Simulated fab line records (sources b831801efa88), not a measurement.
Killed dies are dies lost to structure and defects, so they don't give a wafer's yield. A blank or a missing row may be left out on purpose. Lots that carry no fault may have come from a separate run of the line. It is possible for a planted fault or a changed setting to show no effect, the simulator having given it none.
The same fault as seen by 2 desks | flow gf180mcu | each desk has only its own numbers; what lay behind them comes last

== TOOL OWNER'S DESK, pvd-sputter-03 ==
At GF_TOP_METAL_SPUTTER_04 (material TiN, target thk 25 nm, time 20.8 s) the tool's own readings: per lot run on this tool, the mean of the sampled wafers that have a number. A lot is out of limits, marked OUT, if its mean lies more than 4 standard deviations from the usual mean; the brackets give that distance.
Columns: A = cathode-dc-power-W at GF_TOP_METAL_SPUTTER_04, usual 6499.9 W; B = throttle-valve-pct at GF_TOP_METAL_SPUTTER_04, usual 30.5 %
lot  | first seen here | A                        | B
L621 | day 29 11:53    | 4084.5 (-99 or more) OUT | 30.9
L625 | day 30 15:28    | 4084.9 (-99 or more) OUT | 30.7
L635 | day 33 00:49    | 6499.4                   | 31.4
This desk finds L621, L625 out of limits, L621 being first, at day 29 11:53 (cathode-dc-power-W at GF_TOP_METAL_SPUTTER_04). In limits: L635.

== METROLOGY DESK ==
Lot by lot, what the gauges showed, no matter which tool ran the lot: averages of those sampled wafers that carry a number. A lot is out of limits, marked OUT, if its mean lies more than 4 standard deviations from the usual mean; the brackets give that distance.
Columns: A = V5_BOW at GF_V5_BOW_MEAS_05, usual 133 um; B = cd-nm at GF_V5_CD_MEAS_14, usual 260.1 nm
lot  | first seen here | A   | B
L614 | day 26 16:01    | 134 | 260.1
L616 | day 27 03:37    | 123 | 260.6
L621 | day 28 14:16    | 133 | 258.3
L620 | day 28 14:46    | 120 | 260.5
L625 | day 29 19:02    | 131 | 260.3
L626 | day 30 04:25    | 138 | 260.8
L628 | day 30 19:29    | 135 | 258.8
L630 | day 31 08:04    | 125 | 260.0
L633 | day 32 00:11    | 134 | 261.2
L634 | day 32 05:03    | 139 | 258.9
L635 | day 32 06:24    | 134 | 260.3
L636 | day 32 14:53    | 132 | 261.5
L637 | day 32 16:47    | 133 | 260.3
Finding of this desk: none of the 13 lots has anything out of limits.

== ALL TOGETHER ==
The tool owner's desk had the chance to raise an alarm at day 29 11:53 on L621, L625.
The metrology desk saw nothing out of limits.
The metrology desk has L621, L625 on record, within its limits.
Every lot named ran GF_TOP_METAL_SPUTTER_04 on pvd-sputter-03.

== WHAT THE SIMULATOR PUT IN ==
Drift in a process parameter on pvd-sputter-03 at GF_TOP_METAL_SPUTTER_04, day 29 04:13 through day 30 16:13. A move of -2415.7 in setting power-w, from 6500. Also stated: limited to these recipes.
Lots struck among those shown: L621, L625.
Delay in hours, fault start to first out-of-limits reading, by desk: the tool owner's desk at 8.
